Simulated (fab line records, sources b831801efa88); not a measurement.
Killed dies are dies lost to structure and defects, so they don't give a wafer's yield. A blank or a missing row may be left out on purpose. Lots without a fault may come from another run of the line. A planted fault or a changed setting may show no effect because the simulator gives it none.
fab line records | flow sky130
record lots=6 wafers=18 last_day=50
route steps=708 shown RES_PROTECT@209 POLY_GATE@213 PAD_OPEN@708
lots that met no fault: from a run of the same line without faults
start_h: hours from the record's first day to the start of the lot's first wafer shown | wait_h: hours since the lot's step before | " the same as in the row above | L1.1+2: a row that stands for several wafers | - no value, or no start given | * or withheld: withheld | < > ~ a bound
route shown NAME@n: a module of which the file shows steps, and the number in the route of the first | usual: mean/standard deviation of fault-free wafers | same: alike in all rows | chamber/n: place in a boat | sites: the reading at each site | _std_site: their standard deviation | _edge_site: outer sites' mean less inner sites' | radius_mm: how far each site lies from the wafer's centre | mask NAME#n: copy n | behind: the tool/chamber that last shaped the wafer | hold: why the lot was held/for how many hours/how that ended | device: the transistor (n, p or np) that didn't switch | end of line: the same wafers' tests at the end of the route | a step without rows: its recipe alone | killed: dies lost to structure and defects at the first sort, not the wafer's yield | map: a wafer's dies, x killed, . not, _ none there
set.NAME: the setting as run; set.NAME@STEP: as run at that earlier step | model.NAME: the simulator's own value behind a step, which no gauge read
lots at some steps of the route; a table a step, a row a wafer
services: from which hour (start_h, from the record's first day; less than 0 if before it) a tool's chamber was out of use, for how many hours, and why
## steps
# step SKY_RES_PROTECT_SOFTBAKE_03
# recipe temp_c=90 time_s=60 resist=NOVOLAK
# step SKY_RES_PROTECT_EXPOSE_04
# recipe mask_id=RPM na=0.6 source_shape=conventional sigma_outer=0.6 polarization=unpolarized target_cd_nm=1270 dose_mj=131
# step SKY_RES_PROTECT_PEB_05
# recipe temp_c=withheld time_s=* resist=NOVOLAK
# step SKY_RES_PROTECT_DEVELOP_06
# recipe resist=NOVOLAK developer=TMAH develop_time_s=60 dev_temp_c=23
# step SKY_POLY_GATE_IMPLANT_02
# recipe species=P energy_kev=30 dose_cm2=7.7e+15 tilt_deg=0
# step SKY_RES_PROTECT_STRIP_07
# recipe chemistry=O2/N2 power_w=1400 pressure_mtorr=1500 platen_temp_c=withheld o2_flow_sccm=3000 n2_flow_sccm=300 overash_fraction=0.5
# usual chamber_pressure_mTorr=1500.0/1.3 drypump_motor_current_A=5.7/0.58 oes_product_au=0.518/0.0044 strip_time_to_endpoint_s=23.30/0.044
# columns lot.wafer tool chamber start_h wait_h chamber_pressure_mTorr drypump_motor_current_A oes_product_au rf_hours_counter_h strip_time_to_endpoint_s
L128.2 plasma_asher-04 0 350.32 0.1 1502.3 6.5 0.512 23 23.24
L128.3 " 1 " " 1500.3 5.3 0.521 - 23.27
L128.5 " 0 " " 1499.3 6.6 0.519 - 23.27
L135.1 plasma_asher-01 1 411.52 0.1 1502.6 6.1 0.514 59 23.30
L135.3 " 0 " " 1500.1 4.9 0.517 - 23.30
L135.4 " 1 " " 1501.5 6.1 0.519 - 23.31
L138.1 plasma_asher-04 0 441.72 0.1 1502.9 6.6 0.513 32 23.37
L138.2 " 1 " " 1498.1 5.2 0.521 32 23.38
L138.6 " 0 " " 1497.4 6.6 0.508 - 23.37
L139.3 plasma_asher-01 0 443.78 0.1 1499.9 4.9 0.518 - 23.27
L139.4 " 1 " " 1499.7 6.1 0.515 - 23.25
L139.5 " 1 " " 1498.4 6.1 0.515 - 23.22
L143.1 plasma_asher-01 1 484.22 0.1 1500.1 6.0 0.507 67 23.31
L143.4 " 1 " " 1503.1 6.1 0.529 - 23.30
L143.5 " 0 " " 1501.5 4.9 0.515 - 23.34
L147.1 plasma_asher-03 1 508.32 0.1 1500.5 5.9 0.518 81 23.30
L147.2 " 0 " " 1499.1 6.0 0.520 81 23.35
L147.4 " 1 " " 1498.3 5.9 0.514 - 23.32
# step SKY_RES_PROTECT_TW_MEAS_08
# usual POLY_GATE_TW=4054/34
# columns lot.wafer tool chamber start_h wait_h POLY_GATE_TW
L128.2 film_metro-04 - 350.43 0.1 4104
L128.3 " - " " 4121
L128.5 " - " " 4135
L135.1 film_metro-03 - 411.62 0.1 4031
L135.3 " - " " 4033
L135.4 " - " " 4060
L138.1 film_metro-01 - 441.82 0.1 4062
L138.2 " - " " 4027
L138.6 " - " " 4040
L139.3 film_metro-04 - 443.87 0.1 4030
L139.4 " - " " 4026
L139.5 " - " " 4015
L143.1 film_metro-03 - 484.32 0.1 4014
L143.4 " - " " 4039
L143.5 " - " " 4046
L147.1 film_metro-03 - 508.42 0.1 4009
L147.2 " - " " 3993
L147.4 " - " " 4013
# step SKY_RES_PROTECT_CLEAN_09
# recipe chemistry=SC1/SC2 mix=1:4:20 temp_c=70 time_s=150 dry=n2_spin
# step SKY_POLY_GATE_CVD_03
# recipe material=Si3N4 precursor=DCS/NH3 target_thk_nm=75 temp_c=770 time_s=1290 pressure_mtorr=250
# step SKY_POLY_GATE_THK_MEAS_04
# recipe reads=Si3N4_of_POLY_GATE_CVD_03
# usual POLY_GATE_CVD_03_THK=75.6/0.75
# columns lot.wafer tool chamber start_h wait_h POLY_GATE_CVD_03_THK[nm]
L128.2 film_metro-01 - 351.95 0.0 75.0
L128.3 " - " " 75.4
L128.5 " - " " 75.1
L135.1 film_metro-04 - 413.09 0.0 74.4
L135.3 " - " " 74.7
L135.4 " - " " 75.1
L138.1 film_metro-02 - 443.29 0.0 76.4
L138.2 " - " " 76.0
L138.6 " - " " 76.2
L139.3 film_metro-02 - 445.38 0.0 76.9
L139.4 " - " " 77.1
L139.5 " - " " 77.1
L143.1 film_metro-04 - 486.88 0.0 75.9
L143.4 " - " " 75.9
L143.5 " - " " 75.9
L147.1 film_metro-01 - 509.89 0.0 74.7
L147.2 " - " " 73.9
L147.4 " - " " 74.5
# step SKY_POLY_GATE_DEHYDRATE_05
# recipe temp_c=200 time_s=60
# step SKY_POLY_GATE_HMDS_06
# recipe prime_time_s=60 prime_temp_c=120
# step SKY_POLY_GATE_COAT_07
# recipe resist=BARC temp_c=withheld time_s=withheld spin_rpm=3000 resist_thk_nm=110
# usual spin_speed_rpm=3000.1/1.9
# columns lot.wafer tool chamber start_h wait_h spin_speed_rpm model.BARC_of_POLY_GATE_COAT_07.thk_nm
L128.2 litho_track-03 0 365.78 0.1 3000.0 110.4
L128.3 " 0 " " 2998.5 110.4
L128.5 " 0 " " 3000.2 110.6
L135.1 litho_track-03 0 427.75 0.1 3047.8 109.7
L135.3 " 0 " " 3051.3 109.6
L135.4 " 0 " " 3047.3 109.8
L138.1 litho_track-03 0 458.30 0.1 3047.5 109.7
L138.2 " 0 " " 3047.1 109.4
L138.6 " 0 " " 3044.3 109.4
L139.3 litho_track-04 0 460.52 0.1 2999.3 110.3
L139.4 " 0 " " 2999.4 110.4
L139.5 " 0 " " 3001.4 110.5
L143.1 litho_track-04 0 501.52 0.1 3002.7 110.4
L143.4 " 0 " " 2999.4 110.2
L143.5 " 0 " " 3000.9 110.4
L147.1 litho_track-04 0 525.07 0.1 2997.4 110
L147.2 " 0 " " 2999.5 110.2
L147.4 " 0 " " 2999.4 109.7
# step SKY_POLY_GATE_COAT_08
# recipe resist=KrF-thick spin_rpm=3000 resist_thk_nm=450
# step SKY_POLY_GATE_SOFTBAKE_09
# recipe temp_c=100.9 time_s=90 resist=KrF-thick
# step SKY_POLY_GATE_EXPOSE_10
# recipe mask_id=P1M na=0.68 source_shape=conventional sigma_outer=0.6 target_cd_nm=150 dose_mj=28
# step SKY_POLY_GATE_PEB_11
# recipe peb_temp_c=withheld peb_time_s=withheld resist=KrF-thick
# step SKY_POLY_GATE_DEVELOP_12
# recipe develop_time_s=60 resist=KrF-thick dev_temp_c=21
# step SKY_POLY_GATE_CD_MEAS_13
# recipe target_cd_nm=150
# usual cd_nm=149.8/1.7
# columns lot.wafer tool chamber start_h wait_h cd_nm
L128.2 cd_sem-02 - 380.49 - 151.3
L128.3 " - " " 153.4
L128.5 " - " " 151.3
L135.1 cd_sem-02 - 443.80 - 149.8
L135.3 " - " " 150.2
L135.4 " - " " 150.8
L138.1 cd_sem-02 - 473.90 - 150.8
L138.2 " - " " 151.1
L138.6 " - " " 150.2
L139.3 cd_sem-01 - 476.16 - 148.3
L139.4 " - " " 148.2
L139.5 " - " " 148.0
L143.1 cd_sem-02 - 517.82 - 149.8
L143.4 " - " " 150.2
L143.5 " - " " 150.3
L147.1 cd_sem-02 - 540.60 - 148.8
L147.2 " - " " 150.7
L147.4 " - " " 150.3
# step SKY_POLY_GATE_OVL_MEAS_14
# usual POLY_GATE_OVL=-1/5.4
# columns lot.wafer tool chamber start_h wait_h POLY_GATE_OVL[nm]
L128.2 overlay-01 - 380.60 0.1 1
L128.3 " - " " 4
L128.5 " - " " -3
L135.1 overlay-01 - 443.92 0.1 5
L135.3 " - " " -2
L135.4 " - " " -7
L138.1 overlay-02 - 474.02 0.1 -11
L138.2 " - " " -9
L138.6 " - " " -7
L139.3 overlay-02 - 476.25 0.1 1
L139.4 " - " " -7
L139.5 " - " " -5
L143.1 overlay-01 - 517.94 0.1 9
L143.4 " - " " 1
L143.5 " - " " 3
L147.1 overlay-02 - 540.72 0.1 2
L147.2 " - " " -1
L147.4 " - " " -4
# step SKY_POLY_GATE_ETCH_15
# recipe chemistry=N2/H2 target=BARC ion_energy_ev=200 source_w=500 bias_w=100 pressure_mtorr=30 n2_flow_sccm=100 h2_flow_sccm=200 stop_on=SiO2 time_s=118.5 target_depth_a=1100
# usual chamber_pressure_mTorr=30.00/0.032 drypump_motor_current_A=5.7/0.52 oes_product_au=0.717/0.0046 throttle_valve_pct=13.213/0.0084
# columns lot.wafer tool chamber start_h wait_h chamber_pressure_mTorr drypump_motor_current_A oes_product_au rf_hours_counter_h throttle_valve_pct model.etch.depth_nm
L128.2 rie_diel-02 3 380.63 0.0 30.00 5.4 0.727 10 13.205 110.4
L128.3 " 0 " " 30.03 6.4 0.724 89 13.218 110.4
L128.5 " 0 " " 30.06 6.4 0.720 - 13.210 110.6
L135.1 rie_diel-04 1 443.96 0.0 30.02 5.1 0.715 79 13.201 109.7
L135.3 " 0 " " 29.93 6.0 0.712 23 13.209 109.6
L135.4 " 3 " " 29.98 5.3 0.715 - 13.202 109.8
L138.1 rie_diel-01 3 474.06 0.0 30.02 6.5 0.721 33 13.196 109.7
L138.2 " 1 " " 30.00 5.1 0.711 49 13.228 109.4
L138.6 " 0 " " 29.99 6.1 0.714 - 13.229 109.4
L139.3 rie_diel-04 2 476.28 0.0 29.98 5.7 0.717 0 13.222 110.3
L139.4 " 3 " " 29.98 5.3 0.718 11 13.223 110.4
L139.5 " 1 " " 30.01 5.1 0.718 - 13.221 110.5
L143.1 rie_diel-04 0 517.97 0.0 29.96 6.0 0.715 25 13.217 110.4
L143.4 " 3 " " 30.05 5.3 0.713 12 13.211 110.2
L143.5 " 2 " " 30.03 5.7 0.725 - 13.214 110.4
L147.1 rie_diel-01 3 540.76 0.0 29.98 6.5 0.719 35 13.215 110
L147.2 " 2 " " 30.00 6.7 0.708 12 13.211 110.2
L147.4 " 0 " " 30.04 6.1 0.722 3 13.209 109.7
# step SKY_POLY_GATE_ETCH_16
# recipe stop_on=poly-Si chemistry=CH3F/O2 target=Si3N4 source_w=400 bias_w=80 pressure_mtorr=25 ch3f_flow_sccm=40 O2_flow_sccm=30 time_s=147.5 target_depth_a=750
# usual ch3f_flow_sccm=40.00/0.12 chamber_pressure_mTorr=25.001/0.022 drypump_motor_current_A=5.7/0.52 oes_product_au=0.642/0.005 throttle_valve_pct=10.536/0.0099
# columns lot.wafer tool chamber start_h wait_h ch3f_flow_sccm chamber_pressure_mTorr drypump_motor_current_A oes_product_au rf_hours_counter_h throttle_valve_pct
L128.2 rie_diel-02 3 380.71 0.0 39.92 25.009 5.4 0.640 10 10.535
L128.3 " 0 " " 40.01 24.998 6.4 0.642 89 10.543
L128.5 " 0 " " 40.00 25.006 6.4 0.637 - 10.522
L135.1 rie_diel-04 1 444.04 0.0 40.02 24.988 5.1 0.644 79 10.546
L135.3 " 0 " " 40.01 24.972 6.0 0.634 23 10.533
L135.4 " 3 " " 40.10 25.005 5.3 0.640 - 10.533
L138.1 rie_diel-01 3 474.14 0.0 39.83 24.993 6.5 0.647 33 10.526
L138.2 " 1 " " 39.93 25.008 5.1 0.645 49 10.535
L138.6 " 0 " " 40.16 25.000 6.1 0.650 - 10.538
L139.3 rie_diel-04 2 476.36 0.0 40.06 24.995 5.8 0.651 0 10.527
L139.4 " 3 " " 40.15 25.041 5.3 0.644 11 10.529
L139.5 " 1 " " 39.85 24.987 5.1 0.637 - 10.560
L143.1 rie_diel-04 0 518.06 0.0 39.99 24.975 6.0 0.647 25 10.549
L143.4 " 3 " " 40.04 25.039 5.3 0.640 12 10.520
L143.5 " 2 " " 39.98 25.008 5.8 0.638 - 10.535
L147.1 rie_diel-01 3 540.84 0.0 40.00 25.022 6.5 0.635 35 10.538
L147.2 " 2 " " 40.01 25.022 6.7 0.641 12 10.535
L147.4 " 0 " " 39.92 25.021 6.1 0.644 3 10.538
# step SKY_PAD_OPEN_PROBE_99
# usual killed_at_M0_to_M3=44/6.2 killed_at_M4_up=3.3/1.7 killed_at_contacts=24/4.9 killed_at_front_end=16/5 killed_at_other=0.3/0.48 killed_dies=88/9 killed_open=48/7 killed_short=39/6.1
# same gross_dies=492 killed_at_back_side=0
# columns lot.wafer tool chamber start_h wait_h killed_at_M0_to_M3 killed_at_M4_up killed_at_contacts killed_at_front_end killed_at_other killed_dies killed_open killed_short
L138.1 prober-02 - 1142.89 0.1 37 4 22 23 0 86 42 44
L138.2 prober-02 - 1142.94 0.1 50 3 27 21 1 102 61 40
L138.6 prober-02 - 1143.14 0.2 48 4 25 14 0 91 56 35
L139.3 prober-01 - 1145.05 0.2 49 2 16 22 1 90 50 38
L139.4 prober-01 - 1145.10 0.2 39 3 25 25 0 92 46 44
L139.5 prober-01 - 1145.15 0.2 46 2 21 27 0 96 52 39
L143.1 prober-01 - 1171.53 0.1 35 5 22 14 0 76 39 37
L143.4 prober-01 - 1171.68 0.2 39 3 20 17 0 79 45 34
L143.5 prober-01 - 1171.73 0.2 49 0 16 18 0 83 46 37
L147.1 prober-01 - 1189.03 0.1 49 6 19 16 1 91 51 38
L147.2 prober-01 - 1189.08 0.1 44 3 21 20 0 88 47 41
L147.4 prober-01 - 1189.18 0.2 50 2 14 12 0 78 41 37
# killed by level:class
L138.1 VIA1:geometric_particle:open=9 FIELD_ISO:geometric_particle:short=7 LI_CONTACT:geometric_particle:open=7 CONTACT:geometric_particle:open=7 VIA1:geometric_particle:short=6 POLY_GATE:geometric_particle:open=5 CONTACT:geometric_particle:short=5 SPACER:geometric_particle:short=4
L138.2 VIA2:geometric_particle:open=12 VIA1:geometric_particle:open=11 CONTACT:geometric_particle:open=8 POLY_GATE:geometric_particle:open=7 LI_CONTACT:geometric_particle:open=6 VIA2:geometric_particle:short=6 FIELD_ISO:geometric_particle:short=5 METAL1:geometric_particle:short=5
L138.6 VIA1:geometric_particle:open=15 CONTACT:geometric_particle:open=10 VIA3:geometric_particle:open=8 LI_CONTACT:geometric_particle:open=6 VIA3:geometric_particle:short=6 POLY_GATE:geometric_particle:short=5 CONTACT:geometric_particle:short=5 POLY_GATE:geometric_particle:open=4
L139.3 VIA1:geometric_particle:open=15 METAL1:geometric_particle:short=7 FIELD_ISO:geometric_particle:open=6 LI_CONTACT:geometric_particle:open=6 VIA1:geometric_particle:short=5 POLY_GATE:geometric_particle:short=4 POLY_GATE:geometric_particle:open=4 CONTACT:geometric_particle:open=4
L139.4 CONTACT:geometric_particle:open=13 VIA3:geometric_particle:open=10 METAL2:geometric_particle:short=9 FIELD_ISO:geometric_particle:short=7 METAL1:geometric_particle:short=7 VIA1:geometric_particle:open=7 FIELD_ISO:geometric_particle:open=5 POLY_GATE:geometric_particle:short=5
L139.5 VIA1:geometric_particle:open=10 VIA3:geometric_particle:open=9 LI_CONTACT:geometric_particle:open=8 METAL1:geometric_particle:short=7 FIELD_ISO:geometric_particle:open=6 METAL2:geometric_particle:short=6 FIELD_ISO:geometric_particle:short=5 POLY_GATE:geometric_particle:open=5
L143.1 CONTACT:geometric_particle:open=7 LI_CONTACT:geometric_particle:open=7 VIA3:geometric_particle:open=6 METAL2:geometric_particle:short=6 METAL1:geometric_particle:short=5 VIA1:geometric_particle:open=5 FIELD_ISO:geometric_particle:open=4 METAL4:geometric_particle:short=4
L143.4 VIA2:geometric_particle:open=11 VIA1:geometric_particle:open=9 CONTACT:geometric_particle:open=7 METAL1:geometric_particle:short=6 VIA3:geometric_particle:open=5 POLY_GATE:geometric_particle:short=4 LI_CONTACT:geometric_particle:open=4 LOCAL_INTERCONNECT:geometric_particle:short=4
L143.5 VIA1:geometric_particle:open=7 VIA3:geometric_particle:open=7 VIA1:geometric_particle:short=6 VIA2:geometric_particle:open=6 LOCAL_INTERCONNECT:geometric_particle:short=6 METAL2:geometric_particle:short=5 POLY_GATE:geometric_particle:short=4 POLY_GATE:geometric_particle:open=4
L147.1 VIA1:geometric_particle:open=11 CONTACT:geometric_particle:open=8 LI_CONTACT:geometric_particle:open=6 VIA1:geometric_particle:short=6 VIA3:geometric_particle:open=6 FIELD_ISO:geometric_particle:short=5 METAL2:geometric_particle:short=5 POLY_GATE:geometric_particle:open=4
L147.2 VIA1:geometric_particle:open=12 CONTACT:geometric_particle:open=7 LI_CONTACT:geometric_particle:open=6 VIA1:geometric_particle:short=6 METAL3:geometric_particle:short=6 FIELD_ISO:geometric_particle:short=5 FIELD_ISO:geometric_particle:open=5 POLY_GATE:geometric_particle:open=5
L147.4 VIA1:geometric_particle:open=11 VIA2:geometric_particle:open=10 METAL2:geometric_particle:short=9 CONTACT:geometric_particle:open=7 METAL1:geometric_particle:short=5 VIA2:geometric_particle:short=5 FIELD_ISO:geometric_particle:short=4 LI_CONTACT:geometric_particle:open=4
## services
# columns tool chamber start_h hours kind
plasma_asher-03 - 338.23 4.0 repair
rie_diel-02 0 339.60 7.6 repair
rie_diel-04 2 348.23 7.4 repair
rie_diel-01 - 351.23 14.6 pm
rie_diel-02 - 354.53 0.7 repair
rie_diel-04 1 357.35 8.5 repair
rie_diel-01 0 365.83 - clean
rie_diel-01 0 365.83 19.2 scheduled_down
rie_diel-01 0 365.83 19.2 vent_cycle
rie_diel-02 3 384.89 6.0 repair
plasma_asher-03 - 386.30 14.6 pm
rie_diel-01 - 393.56 1.1 repair
rie_diel-02 2 403.69 - clean
rie_diel-02 2 403.69 21.4 scheduled_down
rie_diel-02 2 403.69 21.4 vent_cycle
rie_diel-01 3 406.64 9.7 repair
rie_diel-04 2 434.85 - clean
rie_diel-04 2 434.85 18.9 scheduled_down
rie_diel-04 2 434.85 18.9 vent_cycle
rie_diel-04 1 436.78 2.5 repair
plasma_asher-03 - 471.61 2.8 pm
rie_diel-02 3 473.82 39.4 repair
plasma_asher-03 - 477.05 4.3 pm
plasma_asher-04 - 534.69 14.6 pm
## key
first_sign step=SKY_POLY_GATE_COAT_07 reading=spin_speed_rpm direction=up sigmas=25 usual=3000.1 struck=3047.6
effect none on later readings
model_effect step=SKY_POLY_GATE_COAT_07 value=BARC_of_POLY_GATE_COAT_07.thk_nm without=110.4 struck=109.6
model_effect step=SKY_POLY_GATE_ETCH_15 value=etch.depth_nm without=110.4 struck=109.6
met_at SKY_POLY_GATE_COAT_07
struck_wafers L135.1,L135.3,L135.4,L138.1,L138.2,L138.6
tester_left_out L135,L138
onset_between 365.78 427.75
fault kind=process_parameter_drift tool=litho_track-03 chamber=- onset_h=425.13 steps=SKY_POLY_GATE_COAT_07 channel=spin_rpm offset=46.324 shape=step end_h=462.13 acts_in=these_recipes_only stated=3000
# tester_left_out: of these lots the tester's yield and bins aren't shown, on N5 and GAA mostly nor the transistor test; their killed dies are dies lost to structure and defects alone, not to doping, threshold or leakage, so they don't give the yield
